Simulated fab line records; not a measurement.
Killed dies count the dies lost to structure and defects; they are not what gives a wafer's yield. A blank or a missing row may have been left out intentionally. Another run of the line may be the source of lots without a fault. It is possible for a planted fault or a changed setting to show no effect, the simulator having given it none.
Matching of chambers    flow sky130    SKY_PASSIVATION_CVD_02 on pecvd-01 has 3 sister chambers
The step deposits Si3N4, target thk 540 nm. 18 wafers are shown with their chamber, then 9 later ones without.

WAFERS PAIRED WITH THEIR CHAMBERS
wafer   chamber  heaterPowerW (W)  heaterPowerOuterW (W)  rfFwdPowerW (W)
L074.1  0        677               408                    448.1
L074.3  2        787               466                    448.8
L074.4  0        710               434                    448.2
L079.1  2        763               481                    449.1
L079.2  1        585               333                    449.2
L079.6  2        637               367                    448.7
L085.2  2        706               408                    448.1
L085.3  1        598               322                    448.1
L085.4  2        728               448                    447.7
L087.1  0        812               512                    449.8
L087.3  1        533               283                    447.2
L087.5  0        675               396                    448.2
L088.3  2        790               485                    448.1
L088.4  0        785               500                    450.9
L088.5  1        562               315                    447.5
L089.1  1        590               337                    449.3
L089.2  0        788               490                    452.1
L089.4  2        761               459                    447.3

SIGNATURES (means of the wafers above)
reading            chamber 0  chamber 1  chamber 2  scatter within a chamber
heaterPowerW       741.17     573.60     738.86     51
heaterPowerOuterW  456.67     318.00     444.86     41.2
rfFwdPowerW        449.550    448.260    448.257    1.16
Rule: a wafer lies at a distance from a chamber equal to the root of the sum of squares, over the readings, of (its reading less the chamber's mean, divided by the reading's scatter). The wafer belongs to the nearest chamber; if the next one is less than 2 further off, it can't be placed. The scatter: take each reading less its chamber's mean, square it, sum over the shown wafers, divide by the number of wafers less the number of chambers, and take the root.

WAFERS WITHOUT THEIR CHAMBER
wafer   heaterPowerW (W)  heaterPowerOuterW (W)  rfFwdPowerW (W)
L090.2  624               342                    448.6
L090.3  775               474                    448.4
L090.6  493               247                    449.3
L096.1  820               507                    448.8
L096.2  512               278                    449.0
L096.5  774               466                    450.7
L097.2  784               478                    449.5
L097.4  740               432                    449.1
L097.6  798               501                    448.8

THE CHAMBER EACH PASSED THROUGH
wafer   from the rows above      in truth
L090.2  1                        1
L090.3  can't be placed: 2 or 0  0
L090.6  1                        1
L096.1  can't be placed: 0 or 2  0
L096.2  1                        1
L096.5  can't be placed: 0 or 2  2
L097.2  can't be placed: 0 or 2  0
L097.4  can't be placed: 0 or 2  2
L097.6  can't be placed: 0 or 2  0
Correct placement for 3 of the 9. Unplaceable from these rows: 6, with the true chamber sitting among the candidates in 6. Placed wrongly: 0.
